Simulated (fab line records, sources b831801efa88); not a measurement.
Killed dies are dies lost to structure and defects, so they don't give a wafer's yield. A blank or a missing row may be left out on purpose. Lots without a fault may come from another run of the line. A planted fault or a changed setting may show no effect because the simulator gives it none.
A struck lot beside a sound one | flow gf180mcu | 14 steps out of a route of 602
Sound: wafers L630.2, L630.3, L630.4. Struck: wafers L639.1, L639.2, L639.3. The cause comes at the end.
At each step with rows: each side's tool, then ch and its chambers, then its first start. Under that, the readings that differ: sound wafers | struck wafers | difference of the means | sigmas: that difference in standard deviations of wafers without a fault.
alike: readings whose means differ by less than 2 such deviations, and words and numbers that are the same on both sides. not compared: withheld readings, readings that some wafer has no value for, bounds like >300 that may hide the same value, and numbers for which the record gives no deviation and whose values overlap.
The two part at a step that has a row with sigmas, a row that says differs or no value, or rows on one side only. Numbers that don't overlap but have no deviation are shown without sigmas and don't part them. A reading that every wafer of one side lacks parts them only if that side has two wafers or more.

GF_V2_CMP_26: polishes, stops on SiO2, t overpolish 15 s, target thk 0 nm.
  sound on cmp-01 ch 0,1,3, day 24 01:50; struck on cmp-01 ch 1,2,3, day 27 07:01
  alike: edge_zone_pressure_frac, motor_current_A, overpolish_run_s, time_to_endpoint_s
GF_M3_SPUTTER_00: material Ti, target thk 37.5 nm, time 150 s.
  sound on pvd_sputter-01, day 24 02:08; struck on pvd_sputter-03, day 27 07:19
  alike: cathode_dc_power_W, throttle_valve_pct
GF_M3_SPUTTER_01: material TiN, target thk 30 nm, time 25 s.
  sound on pvd_sputter-01, day 24 02:14; struck on pvd_sputter-03, day 27 07:25
  alike: cathode_dc_power_W, throttle_valve_pct
GF_M3_SPUTTER_02: material AlCu, target thk 450 nm, time 23.9 s.
  sound on pvd_sputter-01, day 24 02:16; struck on pvd_sputter-03, day 27 07:26
  alike: cathode_dc_power_W, throttle_valve_pct
GF_M3_SPUTTER_03: material Ti, target thk 10 nm, time 6.7 s.
  sound on pvd_sputter-01, day 24 02:17; struck on pvd_sputter-03, day 27 07:28
  alike: cathode_dc_power_W, throttle_valve_pct
then, 1 step without rows for these wafers: GF_M3_SPUTTER_04 (material TiN, target thk 50 nm, time 41.7 s).
GF_M3_RS_MEAS_05: measures by four-point-probe.
  sound on film_metro-04, day 24 02:22; struck on film_metro-04, day 27 07:32
  alike: M3_ALCU_RS
GF_M3_THK_MEAS_06: measures by xrf.
  sound on film_metro-04, day 24 02:29; struck on film_metro-04, day 27 07:39
  alike: M3_ALCU_THK
then, 4 steps without rows for these wafers: GF_M3_DEHYDRATE_07 (time 60 s); GF_M3_HMDS_08 (prime time 60 s); GF_M3_COAT_09 (resist thk 1000 nm); GF_M3_SOFTBAKE_10 (time 60 s).
GF_M3_EXPOSE_11: exposes mask Metal3, target cd 280 nm.
  sound on krf_scanner-01 ch 0, day 24 13:24; struck on krf_scanner-01, day 27 18:12
  no value came back on the struck wafers for exposure_dose_mJ_cm2, focus_offset_nm (nm), na, sigma_outer; on the sound wafers exposure_dose_mJ_cm2 reads 27.999 27.979 28.007
  alike: mask
then, 1 step without rows for these wafers: GF_M3_PEB_12 (peb time 90 s).

WHERE THEY PART
Only at GF_M3_EXPOSE_11, within this record.

WHY: what the simulator had put in
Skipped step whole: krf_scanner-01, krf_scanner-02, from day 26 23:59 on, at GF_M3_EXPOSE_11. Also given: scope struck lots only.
